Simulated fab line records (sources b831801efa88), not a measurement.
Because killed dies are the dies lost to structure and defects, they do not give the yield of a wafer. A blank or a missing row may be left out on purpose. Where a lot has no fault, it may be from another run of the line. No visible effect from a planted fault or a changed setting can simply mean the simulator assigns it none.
Comparing a struck lot with a sound one || flow sky130 || 21 out of 708 route steps
Sound: these wafers, L592.3, L592.4, L592.5. Wafers L593.1, L593.4, L593.5 were the ones struck. At the end, the cause is stated.
Per side, at each step with rows, come the tool, then ch with its chambers, and then its first start. Under that, the readings that differ: sound wafers || struck wafers || difference of the means || sigmas: that difference in standard deviations of wafers without a fault.
alike: words and numbers the same on both sides, and readings whose means are apart by under 2 such deviations; not compared: readings that were withheld, readings missing a value for some wafer, numbers with overlapping values and no deviation given by the record, and bounds like >300 which may hide the same value.
A row with sigmas, a row that says differs or no value, or rows on one side alone: a step with any of these is where the two part. Numbers that don't overlap but have no deviation are shown without sigmas and don't part them. A reading that every wafer of one side lacks parts them only if that side has two wafers or more.

SKY_POLY_GATE_CD_MEAS_22:
  sound on cd_sem-01, day 16 07:32; struck on cd_sem-02, day 16 20:04
  alike: cd_nm
then, 7 steps without rows for these wafers: SKY_LDD_N_DEHYDRATE_00 (time 60 s); SKY_LDD_N_HMDS_01 (prime time 60 s); SKY_LDD_N_COAT_02 (resist thk 300 nm); SKY_LDD_N_SOFTBAKE_03 (time 60 s); SKY_LDD_N_EXPOSE_04 (exposes mask NTM, target cd 840 nm); SKY_LDD_N_PEB_05; SKY_LDD_N_DEVELOP_06 (develop time 60 s).
SKY_LDD_N_OVL_MEAS_07:
  sound on overlay-02, day 17 12:32; struck on overlay-01, day 18 01:01
  alike: LDD_N_OVL
then, 3 steps without rows for these wafers: SKY_LDD_N_IMPLANT_08; SKY_LDD_N_IMPLANT_09; SKY_LDD_N_IMPLANT_10.
SKY_LDD_N_IMPLANT_11:
  sound on implanter-02 ch 0, day 17 13:04; struck on implanter-01 ch 0, day 18 01:49
then, 4 steps without rows for these wafers: SKY_LDD_N_IMPLANT_12; SKY_LDD_N_IMPLANT_13; SKY_LDD_N_IMPLANT_14; SKY_LDD_N_IMPLANT_15.
SKY_LDD_N_STRIP_16: strips in O2/N2.
  sound on plasma_asher-03 ch 0,1, day 17 13:48; struck on plasma_asher-03 ch 0, day 18 02:34
{"reading": "strip_time_to_endpoint_s (s)", "sound": "4.327 4.318 4.316", "struck": "4.522 4.527 4.522", "difference": "+0.203", "sigmas": "+17"}
  alike: drypump_motor_current_A, oes_product_au
  not compared: rf_hours_counter_h
SKY_LDD_N_TW_MEAS_17:
  sound on film_metro-03, day 17 13:53; struck on film_metro-03, day 18 02:40
{"reading": "LDD_N_TW", "sound": "2569 2554 2564", "struck": "2672 2680 2683", "difference": "+116", "sigmas": "+4"}
then, 1 step without rows for these wafers: SKY_LDD_P_DEHYDRATE_00 (time 60 s).
-- a jump in the record: the struck wafers' starts before and after are 28 days apart (it breaks off in module LDD_P and resumes in module PAD_OPEN, where the first step shown is number 708 of the route) --
SKY_PAD_OPEN_PROBE_99:
  sound on prober-02, day 45 12:45; struck on prober-01, day 45 23:11
{"reading": "model.etest.tip_n.rs_ohm_sq", "sound": "446.7 446.1 444.3", "struck": "385.6 390.7 387.3", "difference": -57.8, "sigmas": ""}
{"reading": "model.etest.nfet_01v8_lvt.vt_sat_v (V)", "sound": "0.5237 0.5222 0.5343", "struck": "0.5115 0.503 0.4969", "difference": -0.0229, "sigmas": ""}
{"reading": "model.etest.nfet_01v8_turned.vt_sat_v (V)", "sound": "0.6353 0.6351 0.6439", "struck": "0.6313 0.6198 0.6225", "difference": -0.0136, "sigmas": ""}
{"reading": "model.etest.nfet_01v8.vt_sat_v (V)", "sound": "0.6354 0.6356 0.647", "struck": "0.6317 0.6261 0.6185", "difference": -0.0139, "sigmas": ""}
  alike: killed_at_M0_to_M3, killed_at_M4_up, killed_at_contacts, killed_at_front_end, killed_at_other, killed_dies, killed_open, killed_short
  not compared: model.etest.nfet_01v8.r_on_ohm_um, model.etest.nfet_01v8_lvt.drive_ua_um, model.etest.nfet_01v8_turned.drive_ua_um

== WHERE THEY PART ==
Earliest at SKY_LDD_N_STRIP_16; latest, in this record, at SKY_LDD_N_TW_MEAS_17. Later steps at which nothing parts them and some readings are alike: SKY_PAD_OPEN_PROBE_99.

WHY: whatever the simulator had introduced
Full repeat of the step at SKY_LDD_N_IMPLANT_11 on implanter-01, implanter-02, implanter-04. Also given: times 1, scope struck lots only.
